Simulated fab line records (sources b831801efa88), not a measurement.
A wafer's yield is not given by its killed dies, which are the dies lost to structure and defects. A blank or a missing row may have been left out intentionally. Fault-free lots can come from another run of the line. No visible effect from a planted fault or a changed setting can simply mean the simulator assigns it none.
8D (eight disciplines) problem report, filled in by code    flow sky130    the parts of the form that need people (team, actions taken, sign-off) are left out

== 1. THE ISSUE ==
Wafers without a fault read 106.1 s, standard deviation 0.34; run-length-s at SKY_METAL2_METAL_ETCH_19 reads a mean of 90.0 s on 2 wafers belonging to 2 lots. That is -47 standard deviations from the usual mean.
The step: etches the open film in Cl2/BCl3, stops on SiO2, target depth 360 nm, time 78 s.
First seen on wafer L339.6, day 38 09:30, on rie-metal-03. Wafers with a number at this step in the record: 42, from 14 lots. The rule behind "out" and "out of limits": a value lying over 4 standard deviations away from the usual mean. All remaining wafers that have a number are taken as sound.

== 2. WHAT IT IS; WHAT IT IS NOT ==
question                     is                            is not
which readings at this step  run-length-s, oes-product-au  drypump-motor-current-A, throttle-valve-pct
which lots                   L339, L341                    L329, L332, L333, L334, L337, L345, L346, L347, L348, L349, L350, L351
which wafers of those lots   L339.6, L341.6                L339.1, L339.4, L341.3, L341.5
read on which tools          rie-metal-03                  rie-metal-02, rie-metal-04
when                         from day 38 09:30             up to then (17 sound wafers); but 23 sound wafers of L341, L345, L346, L347, L348, L349, L350, L351 came after

== 3. THE SUSPECTS, EACH WITH WHAT RULES IT OUT ==
Counting: if a tool at a process step up to the reading ran every lot that is out, it stays a suspect. Sound lots after the first of them don't rule it out here, since some wafers of a struck lot are sound.
- pvd-sputter-01 at SKY_VIA1_SPUTTER_20 (material TiN, target thk 20 nm, time 80 s): kept. Ran every lot that is out, first one L339 (day 37 06:42); last sound lot up to then L337 (day 36 18:47).
- rie-metal-03 at SKY_METAL2_METAL_ETCH_19 (etches the open film in Cl2/BCl3, stops on SiO2, target depth 360 nm, time 78 s): kept. Ran every lot that is out, first one L339 (day 38 09:30); last sound lot up to then L337 (day 37 21:20). On those wafers its own readings are out: oes-product-au, run-length-s.
- Within rie-metal-03 at SKY_METAL2_METAL_ETCH_19, the wafers that are out were processed in chamber 1 and their sound lot-mates in chamber 0.
After counting, pvd-sputter-01 at SKY_VIA1_SPUTTER_20 and rie-metal-03 at SKY_METAL2_METAL_ETCH_19 remain.

== 4. THE CAUSE (what the simulator had put in) ==
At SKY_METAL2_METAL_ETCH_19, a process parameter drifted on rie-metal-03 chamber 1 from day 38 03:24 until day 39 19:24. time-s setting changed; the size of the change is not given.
After counting, 2 suspects remain, this tool included.

== 5. SEQUENCE OF EFFECTS, ordered by route ==
Rows list readings where the struck wafers' mean (over those with a number) sits beyond 3 standard deviations from the usual. Scope: only readings with a usual standard deviation given in the record; hours: median across lots of the time from each lot's start at the first step in this table that gives one to its start at this step; sigmas: change in usual standard deviations.
hours  step                      reading                   usual       on struck wafers  change  sigmas
0      SKY_METAL2_METAL_ETCH_19  oes-product-au            0.856 a.u.  0.987             +0.131  +21
0      SKY_METAL2_METAL_ETCH_19  run-length-s              106.1 s     90.0              -16.1   -47
0      SKY_METAL2_STRIP_20       oes-product-au            0.343 a.u.  0.368             +0.025  +5.1
0      SKY_METAL2_STRIP_20       strip-time-to-endpoint-s  2.71 s      3.23              +0.52   +14
Process steps it contains:
- SKY_METAL2_METAL_ETCH_19: etches the open film in Cl2/BCl3, stops on SiO2, target depth 360 nm, time 78 s.
- SKY_METAL2_STRIP_20: strips in O2/N2.

== 6. HOW IT WOULD HAVE BEEN CAUGHT EARLIER ==
In this record the first reading out of limits was taken at day 38 09:30, 6 hours after the fault began at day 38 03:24.
